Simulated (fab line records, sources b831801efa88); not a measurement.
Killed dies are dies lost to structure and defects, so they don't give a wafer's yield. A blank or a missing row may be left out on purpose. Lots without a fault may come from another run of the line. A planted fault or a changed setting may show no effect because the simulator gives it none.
Which tool did it? | flow sky130 | 12 lots, 36 wafers sampled, at 1 step of a route of 708

WHAT THE GAUGES READ, wafer by wafer
SKY_SD_N_OVL_MEAS_08.
lot  | measured     | on         | SD_N_OVL (nm)
L075 | day 28 02:28 | overlay-02 | 1.8 -0.9 2.9
L077 | day 28 13:04 | overlay-01 | 1.0 0.6 0.1
L079 | day 30 07:34 | overlay-02 | 1.9 1.7 0.7
L081 | day 30 08:25 | overlay-02 | 1.8 1.3 1.2
L083 | day 30 23:01 | overlay-01 | 0.9 0.4 -0.6
L084 | day 31 11:37 | overlay-02 | 1.7 3.3 1.8
L087 | day 32 03:19 | overlay-02 | -0.3 0.8 -2.5
L090 | day 33 17:39 | overlay-01 | 0.6 0.1 1.6
L089 | day 34 00:09 | overlay-02 | 0.1 -0.5 -1.6
L093 | day 34 04:25 | overlay-02 | 0.2 0.7 0.7
L095 | day 35 09:31 | overlay-01 | 1.8 1.4 2.2
L096 | day 35 15:58 | overlay-01 | 0.5 0.1 -0.4

WHICH TOOL RAN EACH LOT (tool, then ch and the chambers of the sampled wafers, then the start)
The record holds no process step before these readings.

THE ANSWER, worked out from the rows above alone
Rule: what is usual is taken from the lots themselves. Put in order of their means at a reading, lots are off if they are a third of the lots or fewer, leave a main group of 4 or more, and stand apart from it by a gap of 3 or more times the standard deviation of the main group's means; of several such gaps the widest counts. A main group whose means are all the same, to the digits that the tables above print for the reading, isn't used. A lot without any number at a reading at which 4 lots or more have one is off too. The other lots that the step has rows for count as sound.
No lot is off at any reading shown: from this, nothing can be told.

WHAT THE SIMULATOR HAD PUT IN
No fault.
